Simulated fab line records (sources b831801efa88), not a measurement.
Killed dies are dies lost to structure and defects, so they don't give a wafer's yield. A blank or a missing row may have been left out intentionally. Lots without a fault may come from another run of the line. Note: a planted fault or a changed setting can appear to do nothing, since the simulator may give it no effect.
What tool caused it? | flow sky130 | 11 lots with 32 wafers sampled at 4 steps, on a route of 708 steps

== WHAT THE GAUGES READ, wafer by wafer ==
SKY_CAPM_THK_MEAS_01.
lot  | measured     | on            | CAPM_CVD_00_THK (nm)
L887 | day 37 05:24 | film metro-03 | 15.62 15.63 15.92
L888 | day 37 11:58 | film metro-04 | 15.09 15.43 15.57
L889 | day 37 17:04 | film metro-04 | 15.25 15.52 15.74
L890 | day 38 18:43 | film metro-03 | 15.32 15.35 15.60
L891 | day 38 23:17 | film metro-01 | 15.65 15.63 15.74
L893 | day 39 12:22 | film metro-04 | 15.20 15.46 15.29
L896 | day 39 15:23 | film metro-04 | 15.53 15.61 15.59
L897 | day 40 02:35 | film metro-04 | 15.21 15.56 15.55
L898 | day 40 10:08 | film metro-04 | 15.08 15.02 15.57
L905 | day 42 10:30 | film metro-01 | 15.51 21.47
L908 | day 43 06:02 | film metro-04 | 15.69 15.45 15.75

== EACH LOT AND THE TOOL THAT RAN IT (in order: tool; ch and the chambers of the sampled wafers; start) ==
lot  | SKY_PWDE_STRIP_09                   | SKY_POLY_GATE_ETCH_17            | SKY_CAPM_CVD_00
L887 | plasma asher-04 ch 0,1, day 4 01:35 | rie si-01 ch 0,1,3, day 17 04:11 | pecvd-03 ch 0,1,2, day 37 05:23
L888 | plasma asher-04 ch 0,1, day 4 08:58 | rie si-02 ch 0,1,2, day 17 11:35 | pecvd-01 ch 1,2, day 37 11:56
L889 | plasma asher-02 ch 0, day 4 15:10   | rie si-01 ch 0,2,3, day 17 20:10 | pecvd-03 ch 0,1,2, day 37 17:02
L890 | plasma asher-01 ch 0,1, day 5 12:04 | rie si-01 ch 1,2,3, day 19 01:26 | pecvd-03 ch 0,1, day 38 18:41
L891 | plasma asher-02 ch 0,1, day 5 13:07 | rie si-02 ch 0,1,2, day 19 06:47 | pecvd-03 ch 0,1,2, day 38 23:14
L893 | plasma asher-04 ch 0,1, day 5 18:25 | rie si-01 ch 0,1, day 19 22:07   | pecvd-04 ch 0,2, day 39 12:20
L896 | plasma asher-01 ch 0,1, day 6 02:27 | rie si-01 ch 1,2,3, day 20 02:11 | pecvd-03 ch 0,1, day 39 15:22
L897 | plasma asher-04 ch 0,1, day 6 09:18 | rie si-01 ch 1,2,3, day 20 15:20 | pecvd-04 ch 0,2, day 40 02:34
L898 | plasma asher-04 ch 0,1, day 6 18:25 | rie si-02 ch 0,1,2, day 21 02:49 | pecvd-01 ch 1,2, day 40 10:06
L905 | plasma asher-01 ch 0, day 8 08:41   | rie si-01 ch 0, day 23 15:20     | pecvd-03 ch 0,2, day 42 10:29
L908 | plasma asher-04 ch 0,1, day 9 01:57 | rie si-02 ch 0,2,3, day 24 14:46 | pecvd-01 ch 1,2, day 43 06:01
- SKY_PWDE_STRIP_09: strips in O2/N2.
- SKY_POLY_GATE_ETCH_17: etches poly-Si in HBr/Cl2, stops on SiO2, target depth 180 nm, time 70.5 s.
- SKY_CAPM_CVD_00: deposits SiO2, target thk 15.5 nm.

== THE ANSWER, worked out from the rows above alone ==
Rule: the usual values come from the lots themselves. Put in order of their means at a reading, lots are off if they are a third of the lots or fewer, leave a main group of 4 or more, and stand apart from it by a gap of 3 or more times the standard deviation of the main group's means; of several such gaps the widest counts. A main group is skipped when, at the precision printed for the reading in the tables above, its means are all equal. A lot without any number at a reading at which 4 lots or more have one is off too. Any other lot the step has rows for is counted as sound.
Off: L905, seen at SKY_CAPM_THK_MEAS_01 (CAPM_CVD_00_THK). The main group: mean 15.49 nm, standard deviation 0.15.
If a tool, at a process step before that reading, ran all the lots that are off and no sound lot after the first of them, it fits. The gauges at SKY_CAPM_THK_MEAS_01 are tried like those tools. Can't be told from this: 4 tools fit, plasma asher-01 at SKY_PWDE_STRIP_09, rie si-01 at SKY_POLY_GATE_ETCH_17, pecvd-03 at SKY_CAPM_CVD_00, film metro-01 at SKY_CAPM_THK_MEAS_01.

== WHAT THE SIMULATOR HAD PUT IN ==
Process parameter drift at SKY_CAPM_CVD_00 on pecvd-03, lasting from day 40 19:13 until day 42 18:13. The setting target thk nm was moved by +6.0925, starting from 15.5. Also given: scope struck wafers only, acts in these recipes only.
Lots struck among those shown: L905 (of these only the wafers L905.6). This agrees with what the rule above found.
